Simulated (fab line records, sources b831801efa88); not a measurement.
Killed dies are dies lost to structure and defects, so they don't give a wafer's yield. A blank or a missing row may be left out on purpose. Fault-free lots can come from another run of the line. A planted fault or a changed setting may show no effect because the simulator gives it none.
fab line records    flow gf180mcu
record lots=24  wafers=72  lastDay=34
route steps=602 shown VT_IMPLANT@100 SALICIDE@284 V2@400 M3@409
lots with no fault: from the same line, run without faults
startH: start of the lot's first displayed wafer, in hours after the record's first day    waitH: hours since the lot's step before    " as in the row above    L1.1+2: a row that stands for several wafers    - no value, or no start was given    * or withheld: withheld    < > ~ a bound
route shown NAME@n: names a module that has steps shown in the file, with the first one's number in the route    usual: average and standard deviation across the fault-free wafers    same: alike in all rows    chamber/n: place in a boat    sites: each site's reading    _std_site: their standard deviation    _edge_site: mean of outer sites minus mean of inner sites    radiusMm: for every site, how far away it sits from the centre of the wafer    mask NAME#n: copy n    behind: the last tool/chamber to shape the wafer    hold: the reason the lot was held/the length of the hold in hours/how it ended    device: names the non-switching transistor (n, p or np)    end of line: the route-end tests of the same wafers    a step given without rows: its recipe and nothing more    killed: not the wafer's yield, but the dies lost to structure and defects at the first sort    map: per-die view of a wafer (x killed, . not killed, _ where there is no die)
set.NAME: the setting as run; set.NAME@STEP: as run at that earlier step    model.NAME: the simulator's own value behind a step, which no gauge read
one table for each step of the route and one row for each wafer, over a sample of lots
services: a tool's chamber out of use, with start hour (startH, from the record's first day; less than 0 if before it), hours out, and reason
## steps
# step GF_VT_IMPLANT_TW_MEAS_10
# usual VT_IMPLANT_TW=566/6.5
lot.wafer  tool          chamber  startH  waitH  VT_IMPLANT_TW
L074.4     filmMetro-03  -        111.75  0.1    572
L074.5     "             -        "       "      573
L074.6     "             -        "       "      575
L075.1     filmMetro-04  -        116.67  0.1    557
L075.2     "             -        "       "      556
L075.4     "             -        "       "      560
L076.2     filmMetro-03  -        121.38  0.1    574
L076.3     "             -        "       "      576
L076.6     "             -        "       "      574
L077.1     filmMetro-02  -        129.12  0.1    564
L077.3     "             -        "       "      564
L077.5     "             -        "       "      564
L078.4     filmMetro-03  -        134.65  0.1    574
L078.5     "             -        "       "      570
L078.6     "             -        "       "      576
L079.2     filmMetro-04  -        137.88  0.1    563
L079.3     "             -        "       "      568
L079.4     "             -        "       "      564
L080.1     filmMetro-03  -        148.37  0.1    570
L080.3     "             -        "       "      575
L080.6     "             -        "       "      570
L081.1     filmMetro-03  -        152.72  0.1    572
L081.2     "             -        "       "      578
L081.5     "             -        "       "      575
L082.1     filmMetro-04  -        160.10  0.1    566
L082.4     "             -        "       "      560
L082.5     "             -        "       "      560
L083.1     filmMetro-04  -        166.80  0.1    559
L083.3     "             -        "       "      562
L083.6     "             -        "       "      560
L084.2     filmMetro-04  -        179.93  0.1    556
L084.4     "             -        "       "      559
L084.5     "             -        "       "      557
L085.3     filmMetro-02  -        189.99  0.1    562
L085.4     "             -        "       "      557
L085.6     "             -        "       "      561
L086.2     filmMetro-02  -        194.21  0.1    563
L086.5     "             -        "       "      569
L086.6     "             -        "       "      563
L087.1     filmMetro-03  -        194.85  0.1    574
L087.3     "             -        "       "      572
L087.5     "             -        "       "      574
L088.1     filmMetro-03  -        197.27  0.1    572
L088.4     "             -        "       "      573
L088.6     "             -        "       "      576
L089.2     filmMetro-03  -        206.83  0.1    574
L089.3     "             -        "       "      572
L089.4     "             -        "       "      572
L090.1     filmMetro-02  -        207.77  0.1    561
L090.2     "             -        "       "      565
L090.5     "             -        "       "      564
L091.3     filmMetro-02  -        218.93  0.1    565
L091.4     "             -        "       "      562
L091.5     "             -        "       "      560
L092.1     filmMetro-04  -        220.97  0.1    559
L092.2     "             -        "       "      559
L092.5     "             -        "       "      557
L093.1     filmMetro-03  -        227.76  0.1    575
L093.2     "             -        "       "      574
L093.4     "             -        "       "      573
L094.1     filmMetro-02  -        234.81  0.1    564
L094.2     "             -        "       "      563
L094.3     "             -        "       "      564
L095.1     filmMetro-02  -        242.02  0.1    561
L095.3     "             -        "       "      566
L095.5     "             -        "       "      561
L096.2     filmMetro-02  -        245.76  0.1    565
L096.4     "             -        "       "      564
L096.5     "             -        "       "      562
L097.3     filmMetro-02  -        252.44  0.1    562
L097.4     "             -        "       "      562
L097.5     "             -        "       "      563
# step GF_VT_IMPLANT_OVL_MEAS_40
# usual VT_IMPLANT_03_OVL=1.1/1.4
lot.wafer  tool        chamber  startH  waitH  VT_IMPLANT_03_OVL[nm]
L074.4     overlay-02  -        157.35  0.1    0.7
L074.5     "           -        "       "      0.1
L074.6     "           -        "       "      -1.0
L075.1     overlay-01  -        162.71  0.1    2.3
L075.2     "           -        "       "      0.7
L075.4     "           -        "       "      2.4
L076.2     overlay-02  -        166.99  0.1    2.4
L076.3     "           -        "       "      3.4
L076.6     "           -        "       "      1.8
L077.1     overlay-01  -        176.31  0.1    -1.9
L077.3     "           -        "       "      -0.7
L077.5     "           -        "       "      -1.8
L078.4     overlay-01  -        181.60  0.1    1.2
L078.5     "           -        "       "      0.7
L078.6     "           -        "       "      0.3
L079.2     overlay-02  -        184.69  0.1    2.3
L079.3     "           -        "       "      1.0
L079.4     "           -        "       "      1.4
L080.1     overlay-02  -        196.98  0.1    -1.1
L080.3     "           -        "       "      -2.1
L080.6     "           -        "       "      -1.7
L081.1     overlay-01  -        201.66  0.1    1.5
L081.2     "           -        "       "      2.2
L081.5     "           -        "       "      0.5
L082.1     overlay-01  -        209.83  0.1    2.7
L082.4     "           -        "       "      3.0
L082.5     "           -        "       "      3.4
L083.1     overlay-02  -        218.34  0.1    1.0
L083.3     "           -        "       "      0.8
L083.6     "           -        "       "      0.6
L084.2     overlay-01  -        232.14  0.1    3.3
L084.4     "           -        "       "      1.2
L084.5     "           -        "       "      1.7
L085.3     overlay-01  -        243.57  0.1    1.0
L085.4     "           -        "       "      0.8
L085.6     "           -        "       "      1.8
L086.2     overlay-01  -        246.69  0.1    1.4
L086.5     "           -        "       "      1.0
L086.6     "           -        "       "      0.9
L087.1     overlay-01  -        249.28  0.1    3.0
L087.3     "           -        "       "      1.9
L087.5     "           -        "       "      1.1
L088.1     overlay-01  -        250.71  0.1    0.1
L088.4     "           -        "       "      1.6
L088.6     "           -        "       "      1.4
L089.2     overlay-01  -        261.03  0.1    2.2
L089.3     "           -        "       "      1.4
L089.4     "           -        "       "      0.9
L090.1     overlay-01  -        262.78  0.1    0.7
L090.2     "           -        "       "      0.5
L090.5     "           -        "       "      0.0
L091.3     overlay-02  -        272.69  0.1    -0.4
L091.4     "           -        "       "      0.4
L091.5     "           -        "       "      -0.6
L092.1     overlay-01  -        275.33  0.1    1.0
L092.2     "           -        "       "      1.5
L092.5     "           -        "       "      2.6
L093.1     overlay-01  -        283.43  0.1    2.1
L093.2     "           -        "       "      2.1
L093.4     "           -        "       "      1.2
L094.1     overlay-02  -        289.63  0.1    -0.8
L094.2     "           -        "       "      0.6
L094.3     "           -        "       "      2.0
L095.1     overlay-01  -        297.83  0.1    0.5
L095.3     "           -        "       "      -0.3
L095.5     "           -        "       "      -1.2
L096.2     overlay-02  -        302.19  0.1    2.4
L096.4     "           -        "       "      2.7
L096.5     "           -        "       "      1.7
L097.3     overlay-02  -        308.77  0.1    2.6
L097.4     "           -        "       "      3.3
L097.5     "           -        "       "      2.1
# step GF_SALICIDE_RTA_06
# recipe tempC=530  timeS=30  ambient=N2
# usual lampPowerPct=6.958/0.022  wafer_temp_C_max=532.6/0.51
lot.wafer  tool          chamber  startH  waitH  lampPowerPct  wafer_temp_C_max
L074.4     rtpAnneal-02  0        333.79  0.1    6.978         532.4
L074.5     "             0        "       "      6.988         532.0
L074.6     "             0        "       "      6.978         533.3
L075.1     rtpAnneal-02  0        342.60  0.1    6.986         532.3
L075.2     "             0        "       "      6.989         532.7
L075.4     "             0        "       "      6.978         532.3
L076.2     rtpAnneal-01  0        349.76  0.1    6.945         532.4
L076.3     "             0        "       "      6.935         533.9
L076.6     "             0        "       "      6.944         532.6
L077.1     rtpAnneal-01  0        361.35  0.1    6.947         532.1
L077.3     "             0        "       "      6.948         532.6
L077.5     "             0        "       "      6.948         532.5
L078.4     rtpAnneal-01  0        366.81  0.1    6.942         533.0
L078.5     "             0        "       "      6.944         534.4
L078.6     "             0        "       "      6.935         532.2
L079.2     rtpAnneal-02  0        373.25  0.1    6.977         532.3
L079.3     "             0        "       "      6.980         532.6
L079.4     "             0        "       "      6.988         533.4
L080.1     rtpAnneal-01  0        386.26  0.1    6.938         532.3
L080.3     "             0        "       "      6.931         532.3
L080.6     "             0        "       "      6.932         532.4
L081.1     rtpAnneal-01  0        410.09  0.1    6.942         532.8
L081.2     "             0        "       "      6.938         533.1
L081.5     "             0        "       "      6.952         532.5
L082.1     rtpAnneal-02  0        411.59  0.1    6.980         532.0
L082.4     "             0        "       "      6.977         531.8
L082.5     "             0        "       "      6.982         532.2
L083.1     rtpAnneal-02  0        424.00  0.1    6.992         532.4
L083.3     "             0        "       "      6.997         533.0
L083.6     "             0        "       "      6.992         532.1
L084.2     rtpAnneal-01  0        447.69  0.1    6.937         533.1
L084.4     "             0        "       "      6.948         532.8
L084.5     "             0        "       "      6.948         532.1
L085.3     rtpAnneal-02  0        458.02  0.1    6.986         532.3
L085.4     "             0        "       "      6.983         532.1
L085.6     "             0        "       "      6.987         532.2
L086.2     rtpAnneal-01  0        470.57  0.1    6.947         531.7
L086.5     "             0        "       "      6.947         532.7
L086.6     "             0        "       "      6.949         533.0
L087.1     rtpAnneal-02  0        470.64  0.1    6.984         531.7
L087.3     "             0        "       "      6.984         532.9
L087.5     "             0        "       "      6.985         532.9
L088.1     rtpAnneal-01  0        472.69  0.1    6.939         533.9
L088.4     "             0        "       "      6.952         532.0
L088.6     "             0        "       "      6.954         532.7
L090.1     rtpAnneal-01  0        477.11  0.1    6.940         533.7
L090.2     "             0        "       "      6.931         533.5
L090.5     "             0        "       "      6.950         533.0
L089.2     rtpAnneal-02  0        479.23  0.1    6.991         532.2
L089.3     "             0        "       "      6.983         532.7
L089.4     "             0        "       "      6.986         532.2
L091.3     rtpAnneal-01  0        488.01  0.1    6.933         532.9
L091.4     "             0        "       "      6.946         533.0
L091.5     "             0        "       "      6.933         532.8
L092.1     rtpAnneal-01  0        501.99  0.1    6.945         533.1
L092.2     "             0        "       "      6.940         532.5
L092.5     "             0        "       "      6.941         532.5
L093.1     rtpAnneal-01  0        502.29  0.1    6.939         533.3
L093.2     "             0        "       "      6.937         532.5
L093.4     "             0        "       "      6.950         532.3
L094.1     rtpAnneal-01  0        508.39  0.1    6.940         532.7
L094.2     "             0        "       "      6.945         533.3
L094.3     "             0        "       "      6.933         533.1
L095.1     rtpAnneal-01  0        516.60  0.1    6.938         532.4
L095.3     "             0        "       "      6.936         533.2
L095.5     "             0        "       "      6.938         533.8
L096.2     rtpAnneal-01  0        523.76  0.1    6.930         533.1
L096.4     "             0        "       "      6.947         532.1
L096.5     "             0        "       "      6.938         532.2
L097.3     rtpAnneal-02  0        532.64  0.1    6.997         532.4
L097.4     "             0        "       "      6.992         532.0
L097.5     "             0        "       "      6.970         533.0
# step GF_SALICIDE_RTA_08
# recipe tempC=800  timeS=30  ambient=N2
# usual lampPowerPct=19.33/0.064  wafer_temp_C_max=804.0/0.93
lot.wafer  tool          chamber  startH  waitH  lampPowerPct  wafer_temp_C_max
L074.4     rtpAnneal-01  0        333.98  0.1    19.24         804.3
L074.5     "             0        "       "      19.26         804.0
L074.6     "             0        "       "      19.29         805.7
L075.1     rtpAnneal-02  0        342.79  0.0    19.43         804.1
L075.2     "             0        "       "      19.38         803.1
L075.4     "             0        "       "      19.38         803.8
L076.2     rtpAnneal-02  0        349.95  0.0    19.38         802.9
L076.3     "             0        "       "      19.41         803.9
L076.6     "             0        "       "      19.38         805.8
L077.1     rtpAnneal-02  0        361.55  0.0    19.42         803.9
L077.3     "             0        "       "      19.39         803.2
L077.5     "             0        "       "      19.39         802.9
L078.4     rtpAnneal-02  0        367.00  0.1    19.39         803.7
L078.5     "             0        "       "      19.40         803.0
L078.6     "             0        "       "      19.38         803.9
L079.2     rtpAnneal-01  0        373.45  0.0    19.26         804.6
L079.3     "             0        "       "      19.27         804.8
L079.4     "             0        "       "      19.27         805.1
L080.1     rtpAnneal-02  0        386.46  0.0    19.41         803.3
L080.3     "             0        "       "      19.38         804.0
L080.6     "             0        "       "      19.38         801.8
L081.1     rtpAnneal-02  0        410.29  0.0    19.42         803.1
L081.2     "             0        "       "      19.39         803.6
L081.5     "             0        "       "      19.42         803.8
L082.1     rtpAnneal-01  0        411.79  0.0    19.27         805.7
L082.4     "             0        "       "      19.27         803.4
L082.5     "             0        "       "      19.24         803.9
L083.1     rtpAnneal-01  0        424.20  0.0    19.29         803.9
L083.3     "             0        "       "      19.29         804.6
L083.6     "             0        "       "      19.29         804.3
L084.2     rtpAnneal-01  0        447.88  0.0    19.26         803.5
L084.4     "             0        "       "      19.30         803.4
L084.5     "             0        "       "      19.26         805.0
L085.3     rtpAnneal-01  0        458.22  0.0    19.29         805.6
L085.4     "             0        "       "      19.28         804.4
L085.6     "             0        "       "      19.27         804.1
L086.2     rtpAnneal-01  0        470.77  0.0    19.28         804.3
L086.5     "             0        "       "      19.29         805.1
L086.6     "             0        "       "      19.28         805.0
L087.1     rtpAnneal-01  0        470.85  0.0    19.27         804.4
L087.3     "             0        "       "      19.28         805.3
L087.5     "             0        "       "      19.29         804.8
L088.1     rtpAnneal-02  0        472.88  0.0    19.41         803.1
L088.4     "             0        "       "      19.38         803.0
L088.6     "             0        "       "      19.42         802.7
L090.1     rtpAnneal-02  0        477.30  0.0    19.40         802.9
L090.2     "             0        "       "      19.39         803.7
L090.5     "             0        "       "      19.39         802.4
L089.2     rtpAnneal-01  0        479.43  0.0    19.30         804.3
L089.3     "             0        "       "      19.26         804.9
L089.4     "             0        "       "      19.26         806.3
L091.3     rtpAnneal-02  0        488.21  0.0    19.37         803.2
L091.4     "             0        "       "      19.39         803.4
L091.5     "             0        "       "      19.39         804.2
L092.1     rtpAnneal-02  0        502.18  0.0    19.41         804.1
L092.2     "             0        "       "      19.40         803.2
L092.5     "             0        "       "      19.44         803.7
L093.1     rtpAnneal-01  0        502.48  0.0    19.23         804.6
L093.2     "             0        "       "      19.26         803.2
L093.4     "             0        "       "      19.27         804.5
L094.1     rtpAnneal-01  0        508.58  0.0    19.31         803.9
L094.2     "             0        "       "      19.27         802.8
L094.3     "             0        "       "      19.30         806.9
L095.1     rtpAnneal-02  0        516.79  0.0    19.38         803.4
L095.3     "             0        "       "      19.40         804.7
L095.5     "             0        "       "      19.39         803.8
L096.2     rtpAnneal-01  0        523.96  0.0    19.26         805.0
L096.4     "             0        "       "      19.26         803.6
L096.5     "             0        "       "      19.28         803.9
L097.3     rtpAnneal-01  0        532.83  0.0    19.29         803.5
L097.4     "             0        "       "      19.25         803.9
L097.5     "             0        "       "      19.26         804.1
# step GF_V2_STRIP_18
# recipe chemistry=O2/N2  powerW=1400  pressureMtorr=1500  platenTempC=250  o2FlowSccm=3000  n2FlowSccm=300  overashFraction=0.5
# usual drypumpMotorCurrentA=5.39/0.21  heaterPowerW=330/47  n2FlowSccm=300.0/0.83  oesProductAu=0.591/0.0051
lot.wafer  tool            chamber  startH  waitH  drypumpMotorCurrentA  heaterPowerW  n2FlowSccm  oesProductAu  rfHoursCounterH
L074.4     plasmaAsher-01  0        456.18  -      5.67                  403           299.5       0.589         -
L074.5     "               1        "       "      5.53                  274           300.1       0.589         -
L074.6     "               0        "       "      5.67                  404           300.1       0.590         -
L075.1     plasmaAsher-01  0        464.35  -      5.66                  405           299.8       0.587         38
L075.2     "               1        "       "      5.56                  279           300.5       0.589         38
L075.4     "               1        "       "      5.55                  283           298.9       0.594         -
L076.2     plasmaAsher-03  1        474.26  -      5.38                  290           298.1       0.586         68
L076.3     "               1        "       "      5.35                  288           299.9       0.586         -
L076.6     "               1        "       "      5.36                  284           298.7       0.594         -
L077.1     plasmaAsher-01  1        486.26  -      5.53                  276           301.4       0.592         40
L077.3     "               0        "       "      5.67                  391           301.6       0.591         -
L077.5     "               0        "       "      5.67                  402           300.1       0.586         -
L078.4     plasmaAsher-04  1        490.58  -      5.59                  376           299.7       0.588         -
L078.5     "               1        "       "      5.60                  377           298.6       0.590         -
L078.6     "               0        "       "      5.06                  292           300.7       0.589         -
L079.2     plasmaAsher-04  1        500.60  -      5.63                  395           301.6       0.590         5
L079.3     "               1        "       "      5.64                  396           302.2       0.602         -
L079.4     "               0        "       "      5.06                  288           299.8       0.579         -
L080.1     plasmaAsher-03  0        512.26  -      5.24                  345           301.0       0.589         73
L080.3     "               1        "       "      5.36                  289           300.9       0.585         -
L080.6     "               1        "       "      5.34                  293           301.7       0.603         -
L081.1     plasmaAsher-03  1        536.20  -      5.37                  294           298.7       0.595         76
L081.2     "               0        "       "      5.29                  340           300.3       0.587         76
L081.5     "               0        "       "      5.23                  341           301.8       0.587         -
L082.1     plasmaAsher-04  0        538.26  -      5.07                  292           299.9       0.582         9
L082.4     "               1        "       "      5.61                  387           300.2       0.592         -
L082.5     "               1        "       "      5.62                  391           299.9       0.589         -
L083.1     plasmaAsher-01  1        549.85  -      5.56                  282           299.1       0.590         45
L083.3     "               1        "       "      5.54                  282           299.9       0.593         -
L083.6     "               1        "       "      5.54                  272           299.5       0.584         -
L084.2     plasmaAsher-03  0        570.91  -      5.31                  357           301.3       0.594         80
L084.4     "               0        "       "      5.30                  348           300.8       0.583         -
L084.5     "               1        "       "      5.39                  284           300.2       0.588         -
L085.3     plasmaAsher-01  1        581.44  -      5.54                  290           299.4       0.587         -
L085.4     "               0        "       "      5.66                  405           299.5       0.591         -
L085.6     "               0        "       "      5.66                  404           300.2       0.589         -
L087.1     plasmaAsher-04  0        591.26  -      5.08                  279           299.2       0.585         14
L087.3     "               0        "       "      5.08                  287           299.2       0.592         -
L087.5     "               1        "       "      5.61                  393           300.7       0.593         -
L086.2     plasmaAsher-04  1        591.80  -      5.62                  394           302.0       0.589         14
L086.5     "               1        "       "      5.63                  394           301.0       0.591         -
L086.6     "               0        "       "      5.06                  291           298.6       0.586         -
L088.1     plasmaAsher-03  0        593.50  -      5.22                  350           301.6       0.591         82
L088.4     "               1        "       "      5.32                  291           300.1       0.598         -
L088.6     "               1        "       "      5.36                  300           299.8       0.590         -
L090.1     plasmaAsher-03  0        597.76  -      5.25                  347           299.7       0.592         83
L090.2     "               1        "       "      5.38                  282           300.2       0.588         83
L090.5     "               0        "       "      5.26                  340           299.0       0.586         -
L089.2     plasmaAsher-04  1        599.31  -      5.63                  387           300.0       0.588         15
L089.3     "               0        "       "      5.07                  295           300.1       0.594         -
L089.4     "               1        "       "      5.61                  382           300.2       0.590         -
L091.3     plasmaAsher-04  0        606.98  -      5.09                  283           301.7       0.601         -
L091.4     "               1        "       "      5.59                  381           298.7       0.587         -
L091.5     "               0        "       "      5.07                  291           299.1       0.589         -
L092.1     plasmaAsher-03  1        618.56  -      5.38                  288           300.4       0.594         85
L092.2     "               0        "       "      5.26                  348           300.2       0.593         85
L092.5     "               1        "       "      5.35                  285           298.1       0.597         -
L093.1     plasmaAsher-03  1        620.20  -      5.37                  288           300.6       0.594         85
L093.2     "               0        "       "      5.27                  349           301.8       0.593         85
L093.4     "               1        "       "      5.36                  284           299.6       0.587         -
L094.1     plasmaAsher-04  1        623.91  -      5.61                  392           299.8       0.592         17
L094.2     "               0        "       "      5.06                  296           299.8       0.605         17
L094.3     "               1        "       "      5.60                  379           300.5       0.585         -
L095.1     plasmaAsher-03  0        633.47  -      5.25                  343           299.5       0.594         86
L095.3     "               1        "       "      5.35                  282           299.5       0.585         -
L095.5     "               0        "       "      5.27                  346           299.3       0.594         -
L096.2     plasmaAsher-03  0        638.00  -      5.29                  336           300.5       0.593         87
L096.4     "               1        "       "      5.35                  289           299.7       0.589         -
L096.5     "               0        "       "      5.27                  344           299.7       0.599         -
L097.3     plasmaAsher-01  0        645.74  -      5.68                  401           300.1       0.593         -
L097.4     "               1        "       "      5.52                  292           299.9       0.596         -
L097.5     "               0        "       "      5.67                  396           299.1       0.590         -
# step GF_M3_SPUTTER_00
# recipe material=Ti  targetThkNm=37.5  arrivingIonEnergyEv=80  substrateTempC=200  chamberPressurePa=2  powerW=4000  timeS=150
# usual substrateTempC=200.01/0.17  throttleValvePct=29.5/1.4
lot.wafer  tool           chamber  startH  waitH  substrateTempC  throttleValvePct
L074.4     pvdSputter-04  -        457.38  0.1    199.85          29.5
L074.5     "              -        "       "      199.94          29.5
L074.6     "              -        "       "      200.17          29.8
L075.1     pvdSputter-03  -        465.60  0.1    200.25          32.2
L075.2     "              -        "       "      199.95          30.1
L075.4     "              -        "       "      199.89          27.8
L076.2     pvdSputter-01  -        475.64  0.1    199.84          30.0
L076.3     "              -        "       "      199.96          27.4
L076.6     "              -        "       "      199.71          29.5
L077.1     pvdSputter-01  -        487.57  0.2    200.23          30.2
L077.3     "              -        "       "      199.92          27.7
L077.5     "              -        "       "      199.93          27.6
L078.4     pvdSputter-03  -        491.89  0.1    200.31          32.2
L078.5     "              -        "       "      199.98          32.4
L078.6     "              -        "       "      200.05          28.1
L079.2     pvdSputter-01  -        501.82  0.1    199.86          29.2
L079.3     "              -        "       "      200.37          27.2
L079.4     "              -        "       "      200.03          29.7
L080.1     pvdSputter-03  -        513.49  0.2    199.90          29.7
L080.3     "              -        "       "      199.84          29.7
L080.6     "              -        "       "      200.11          28.3
L081.1     pvdSputter-01  -        537.43  0.1    199.89          26.9
L081.2     "              -        "       "      200.08          30.2
L081.5     "              -        "       "      199.70          27.5
L082.1     pvdSputter-01  -        539.61  0.2    200.08          30.2
L082.4     "              -        "       "      200.17          27.3
L082.5     "              -        "       "      199.94          29.4
L083.1     pvdSputter-01  -        551.07  0.1    200.20          28.9
L083.3     "              -        "       "      199.78          29.4
L083.6     "              -        "       "      199.88          30.0
L084.2     pvdSputter-01  -        572.13  0.1    200.29          29.6
L084.4     "              -        "       "      200.03          29.9
L084.5     "              -        "       "      200.25          29.6
L085.3     pvdSputter-03  -        582.64  0.2    200.02          32.4
L085.4     "              -        "       "      199.85          28.1
L085.6     "              -        "       "      200.01          29.8
L087.1     pvdSputter-01  -        592.52  0.1    199.83          27.4
L087.3     "              -        "       "      199.70          29.3
L087.5     "              -        "       "      199.93          29.2
L086.2     pvdSputter-03  -        593.05  0.1    199.96          31.9
L086.5     "              -        "       "      200.15          28.2
L086.6     "              -        "       "      199.75          30.0
L088.1     pvdSputter-03  -        595.67  0.2    199.92          29.9
L088.4     "              -        "       "      200.26          28.4
L088.6     "              -        "       "      199.88          29.9
L090.1     pvdSputter-03  -        598.98  0.2    199.84          28.2
L090.2     "              -        "       "      200.04          29.7
L090.5     "              -        "       "      199.80          32.2
L089.2     pvdSputter-04  -        600.54  0.1    200.00          29.4
L089.3     "              -        "       "      199.99          29.9
L089.4     "              -        "       "      199.99          30.1
L091.3     pvdSputter-01  -        608.17  0.2    200.40          27.2
L091.4     "              -        "       "      200.02          29.9
L091.5     "              -        "       "      200.24          29.2
L092.1     pvdSputter-03  -        619.79  0.1    200.03          28.1
L092.2     "              -        "       "      199.79          32.5
L092.5     "              -        "       "      200.11          28.2
L093.1     pvdSputter-01  -        621.43  0.1    199.83          29.2
L093.2     "              -        "       "      200.29          29.0
L093.4     "              -        "       "      200.20          30.2
L094.1     pvdSputter-03  -        625.16  0.1    200.15          29.9
L094.2     "              -        "       "      199.80          32.3
L094.3     "              -        "       "      200.22          28.5
L095.1     pvdSputter-03  -        634.81  0.1    199.99          32.7
L095.3     "              -        "       "      199.74          29.7
L095.5     "              -        "       "      199.55          29.9
L096.2     pvdSputter-03  -        639.36  0.2    200.11          32.2
L096.4     "              -        "       "      199.92          29.8
L096.5     "              -        "       "      199.92          32.5
L097.3     pvdSputter-01  -        646.93  0.1    200.02          29.4
L097.4     "              -        "       "      199.93          27.4
L097.5     "              -        "       "      199.90          28.8
## services
tool            chamber  startH  hours  kind
pvdSputter-01   -        340.79  4.4    repair
rtpAnneal-01    -        340.98  4.9    pm
pvdSputter-01   -        359.89  11.3   repair
pvdSputter-04   -        385.58  9.3    repair
plasmaAsher-04  -        405.46  23.1   pm
plasmaAsher-03  -        417.92  0.4    repair
plasmaAsher-04  -        428.53  9.0    pm
plasmaAsher-03  -        429.77  1.5    repair
plasmaAsher-04  -        438.36  28.1   pm
plasmaAsher-03  -        458.52  15.6   pm
plasmaAsher-01  -        466.46  10.0   pm
plasmaAsher-01  -        501.06  0.8    repair
plasmaAsher-04  -        510.73  1.6    repair
pvdSputter-01   -        518.69  1.6    repair
plasmaAsher-01  -        533.27  14.0   repair
pvdSputter-01   -        541.92  3.5    repair
rtpAnneal-02    -        543.64  7.7    pm
plasmaAsher-03  -        553.73  2.8    pm
plasmaAsher-04  -        562.88  2.8    pm
plasmaAsher-04  -        569.53  1.3    repair
pvdSputter-04   -        573.87  4.4    repair
pvdSputter-03   -        580.04  2.1    repair
pvdSputter-03   -        603.77  6.6    repair
plasmaAsher-01  -        638.93  0.3    repair
## key
fault none
